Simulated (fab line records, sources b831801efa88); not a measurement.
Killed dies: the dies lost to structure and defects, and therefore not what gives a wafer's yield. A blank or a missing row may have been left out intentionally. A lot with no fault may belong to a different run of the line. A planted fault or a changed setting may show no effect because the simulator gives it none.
Problem report in the 8D (eight disciplines) form, filled by code | flow gf180mcu | the parts of the form that need people (team, actions taken, sign-off) are left out

== 1. THE PROBLEM ==
Wafers without a fault read 169.99, standard deviation 0.044; beamEnergyKeV at GF_MVPSD_IMPLANT_08 reads a mean of 173.22 on 6 wafers belonging to 2 lots. That is +73 standard deviations from the usual mean.
First seen on wafer L887.1, day 6 20:32, on implanter-03. At this step, 42 wafers from 14 lots have a number in the record. By rule, "out" or "out of limits" means more than 4 standard deviations away from the usual mean. The rest of the wafers with a number are treated as sound.

== 2. WHAT THIS IS AND IS NOT ==
question                    | is                     | is not
which readings at this step | beamEnergyKeV          | tiltDeg
which lots                  | L887, L891             | L880, L881, L882, L885, L888, L893, L894, L897, L899, L901, L902, L903
which wafers of those lots  | all that have a number | -
read on which tools         | implanter-03           | implanter-02, implanter-04
when                        | from day 6 20:32       | up to then (12 sound wafers); but 24 sound wafers of L888, L893, L894, L897, L899, L901, L902, L903 came after

== 3. THE SUSPECTS, EACH WITH WHAT RULES IT OUT ==
Counting: a tool at any process step up to the reading remains a suspect when it ran all the lots that are out and ran no sound lot after the first of those.
- implanter-03 at GF_MVPSD_IMPLANT_08: ruled out as a lasting fault. The sound lots L903 went through it after L887, its earliest lot that is out (day 6 20:32).
Left after counting: nothing in the record.

== 4. THE CAUSE (what the simulator had put in) ==
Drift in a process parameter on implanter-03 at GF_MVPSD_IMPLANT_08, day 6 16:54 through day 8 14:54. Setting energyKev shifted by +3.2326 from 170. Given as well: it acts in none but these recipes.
Counting ruled it out, wrongly.

== 5. THE CHAIN OF EFFECTS, in route order ==
One row per reading whose mean, taken over the struck wafers that have a number, lies over 3 standard deviations from the usual. Only readings for which the record gives a usual standard deviation are gone through. hours: the time from each lot's start at the first step in this table that gives one to its start at this step, as a median over the lots. sigmas: the change in usual standard deviations.
hours | step                | reading       | usual  | on struck wafers | change | sigmas
0     | GF_MVPSD_IMPLANT_08 | beamEnergyKeV | 169.99 | 173.22           | +3.23  | +73
Its process steps:
- GF_MVPSD_IMPLANT_08
At these later measuring or inspecting steps, every struck wafer for which the step has a row has a number for every such reading, and none has moved that far: GF_HV_LDD_THK_MEAS_55.

== 6. HOW IT WOULD HAVE BEEN CAUGHT EARLIER ==
In this record no reading fell out of limits until day 6 20:32, 4 hours after the fault had begun at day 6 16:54.
